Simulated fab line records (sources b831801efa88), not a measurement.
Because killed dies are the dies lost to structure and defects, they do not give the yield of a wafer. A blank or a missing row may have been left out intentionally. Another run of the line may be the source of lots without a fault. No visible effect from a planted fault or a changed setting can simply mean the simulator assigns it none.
Struck lot and sound lot, side by side	flow sky130	17 out of 708 route steps
Sound: these wafers, L339.1, L339.2, L339.3. The struck wafers were L352.2, L352.4, L352.5. Last of all comes the cause.
For every step that has rows: the tool of each side, followed by ch and its chambers, followed by its first start. Under that, the readings that differ: sound wafers	struck wafers	difference of the means	sigmas: that difference in standard deviations of wafers without a fault.
alike: readings with means less than 2 such deviations apart, plus words and numbers identical on both sides. not compared: withheld readings, readings lacking a value on some wafer, bounds such as >300 that could conceal the same value, and numbers that have no deviation in the record and whose values overlap.
A row with sigmas, a row that says differs or no value, or rows on one side alone: a step with any of these is where the two part. Numbers that don't overlap but have no deviation are shown without sigmas and don't part them. Lack of a reading on every wafer of one side parts them only where that side has two or more wafers.

SKY_METAL4_SPUTTER_04: material TiN, target thk 70 nm, time 58.3 s.
  sound on pvdSputter-03, day 42 13:52; struck on pvdSputter-02, day 46 03:47
  alike: throttleValvePct
SKY_CAP2M_CVD_00: deposits SiO2, target thk 15.5 nm.
  sound on pecvd-01 ch 0,1,2, day 42 13:55; struck on pecvd-02 ch 0,1, day 46 03:50
  alike: heaterPowerOuterW, heaterPowerW
SKY_CAP2M_THK_MEAS_01:
  sound on filmMetro-02, day 42 13:56; struck on filmMetro-04, day 46 03:52
reading	sound	struck	difference	sigmas
CAP2M_CVD_00_THK (nm)	15.06 15.06 15.19	15.79 15.76 15.97	+0.74	+3
SKY_CAP2M_SPUTTER_02: material TiN, target thk 200 nm, time 166.7 s.
  sound on pvdSputter-04, day 42 14:00; struck on pvdSputter-01, day 46 03:55
  alike: substrateTempC, throttleValvePct
SKY_CAP2M_RS_MEAS_03: uses a four-point probe to measure.
  sound on filmMetro-03, day 42 14:06; struck on filmMetro-04, day 46 04:03
  alike: CAP2M_TIN_RS
SKY_CAP2M_THK_MEAS_04: measures by xrf.
  sound on filmMetro-03, day 42 14:13; struck on filmMetro-04, day 46 04:10
  alike: CAP2M_TIN_THK
then, 6 steps without rows for these wafers: SKY_CAP2M_DEHYDRATE_05 (time 60 s); SKY_CAP2M_HMDS_06 (prime time 60 s); SKY_CAP2M_COAT_07 (resist thk 1140 nm); SKY_CAP2M_SOFTBAKE_08 (time 60 s); SKY_CAP2M_EXPOSE_09 (exposes mask CAP2M, target cd 1000 nm); SKY_CAP2M_PEB_10.
SKY_CAP2M_DEVELOP_11: develop time 60 s.
  sound on lithoTrack-02 ch 0, day 43 14:12; struck on lithoTrack-03 ch 0, day 47 01:41
SKY_CAP2M_OVL_MEAS_12:
  sound on overlay-02, day 43 14:21; struck on overlay-02, day 47 01:49
  alike: CAP2M_OVL
SKY_CAP2M_METAL_ETCH_13: etches TiN in Cl2/BCl3, stops on SiO2, target depth 220 nm, time 62.9 s.
  sound on rieMetal-03 ch 1, day 43 14:23; struck on rieMetal-02 ch 0,1, day 47 01:51
reading	sound	struck	difference	sigmas
drypumpMotorCurrentA (A)	4.6 4.6 4.7	6.1 6.1 5.6	+1.3	+3
model.CAP2M.cdNm (nm)	999.4 1002 1001	981.8 981.2 975.3	-21.4	
  alike: bcl3FlowSccm, oesProductAu, throttleValvePct
  not compared: rfHoursCounterH
SKY_CAP2M_STRIP_14: strips in O2/N2.
  sound on plasmaAsher-01 ch 0,1, day 43 14:32; struck on plasmaAsher-04 ch 0,1, day 47 01:56
  alike: drypumpMotorCurrentA, oesProductAu, stripTimeToEndpointS
  not compared: rfHoursCounterH
-- the record jumps here: 4 days lie between the struck wafers' starts before and after (it left off in module CAP2M and takes up again in module PAD_OPEN, whose first step shown is number 708 of the route) --
SKY_PAD_OPEN_PROBE_99:
  sound on prober-01, day 48 12:01; struck on prober-02, day 51 08:45
  alike: defectLimitedYield, killed_at_M0_to_M3, killed_at_M4_up, killedAtContacts, killedAtFrontEnd, killedAtOther, killedDies, killedOnRim, killedOpen, killedShort, sort_bin_3_pad_short, sort_bin_5_function, sort_bin_6_memory, sortNPass, sortYieldPct

== WHERE THEY PART ==
Earliest at SKY_CAP2M_THK_MEAS_01; latest, in this record, at SKY_CAP2M_METAL_ETCH_13. Later steps at which nothing parts them and some readings are alike: SKY_CAP2M_STRIP_14, SKY_PAD_OPEN_PROBE_99.

WHY: what had been put in by the simulator
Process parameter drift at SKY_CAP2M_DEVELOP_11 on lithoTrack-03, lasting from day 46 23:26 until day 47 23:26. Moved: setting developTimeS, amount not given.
